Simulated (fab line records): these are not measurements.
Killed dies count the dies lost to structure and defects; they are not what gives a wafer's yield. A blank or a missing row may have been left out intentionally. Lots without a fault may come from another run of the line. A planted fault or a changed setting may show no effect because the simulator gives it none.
Split-lot experiment -- flow gf180mcu -- 23 wafers read from 5 lots, route of 602 steps

== SPLIT DETAILS ==
At GF_HV_LDD_CVD_56 (deposits Si3N4 from DCS/NH3, target thk 90 nm, time 1543 s), the setting temp c was moved away from the recipe's 770 C on 15 of the 23 wafers read, by +0.6% to +0.8%. All remaining wafers had this setting at the recipe value.

== FROM THE SPLIT TO THE READING: what the file shows between them, 1 step ==
- GF_HV_LDD_THK_MEAS_57

== THE READING ==
oes product au, in a.u., at GF_HV_LDD_ETCHBACK_58 (etches Si3N4 in CH3F/O2, stops on SiO2, time 100 s, target depth 90 nm). Fault-free wafers of this fab line usually give 0.841 a.u., standard deviation 0.0053 a.u.

wafer,"tool, chamber at the split","temp c as run, C",against the recipe,"oes product au, a.u.",against lot-mates on the recipe
L074.1,"lpcvd-01, 0",770,recipe,0.843,-
L074.4,"lpcvd-01, 0",770,recipe,0.845,-
L074.6,"lpcvd-01, 0",770,recipe,0.842,-
L078.1,"-, -",775.1,+0.7%,0.883,no lot-mate on the recipe
L078.2,"-, -",775.1,+0.7%,0.895,no lot-mate on the recipe
L078.3,"-, -",775.1,+0.7%,0.889,no lot-mate on the recipe
L078.4,"-, -",775.1,+0.7%,0.885,no lot-mate on the recipe
L078.6,"-, -",775.1,+0.7%,0.892,no lot-mate on the recipe
L079.1,"-, -",776.3,+0.8%,0.907,no lot-mate on the recipe
L079.2,"-, -",776.3,+0.8%,0.892,no lot-mate on the recipe
L079.3,"-, -",776.3,+0.8%,0.904,no lot-mate on the recipe
L079.5,"-, -",776.3,+0.8%,0.902,no lot-mate on the recipe
L079.6,"-, -",776.3,+0.8%,0.905,no lot-mate on the recipe
L082.1,"-, -",774.4,+0.6%,0.877,no lot-mate on the recipe
L082.3,"-, -",774.4,+0.6%,0.883,no lot-mate on the recipe
L082.4,"-, -",774.4,+0.6%,0.877,no lot-mate on the recipe
L082.5,"-, -",774.4,+0.6%,0.887,no lot-mate on the recipe
L082.6,"-, -",774.4,+0.6%,0.891,no lot-mate on the recipe
L085.1,"-, -",770,recipe,0.847,-
L085.2,"-, -",770,recipe,0.835,-
L085.4,"-, -",770,recipe,0.840,-
L085.5,"-, -",770,recipe,0.839,-
L085.6,"-, -",770,recipe,0.841,-

THE FIT
A straight line over all 23 wafers: oes product au changes by +0.0731 a.u. for each +1% of temp c; r = +0.98; the points scatter about the line by 0.0048 a.u.
Too few moved wafers have a lot-mate on the recipe to fit a line with each lot's own level taken away.

== THE WHOLE CHAIN: every reading that the file lists as answering this split, in the file's order ==
step,what it does,reading,change (the file's fit),r (the file's)
GF_HV_LDD_CVD_56,"deposits Si3N4 from DCS/NH3, target thk 90 nm, time 1543 s","Si3N4_of_HV_LDD_CVD_56.thk nm (the simulator's own value, which no gauge read)",+13.7 nm for each +1% of the setting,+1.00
GF_HV_LDD_THK_MEAS_57,,HV_LDD_CVD_56_THK,+13.7 for each +1% of the setting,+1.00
GF_HV_LDD_ETCHBACK_58,"etches Si3N4 in CH3F/O2, stops on SiO2, time 100 s, target depth 90 nm",oes product au,+0.0728 a.u. for each +1% of the setting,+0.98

== FILE'S OWN FIT ==
oes product au changes by +0.0728 a.u. for each +1% of temp c, r = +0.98.
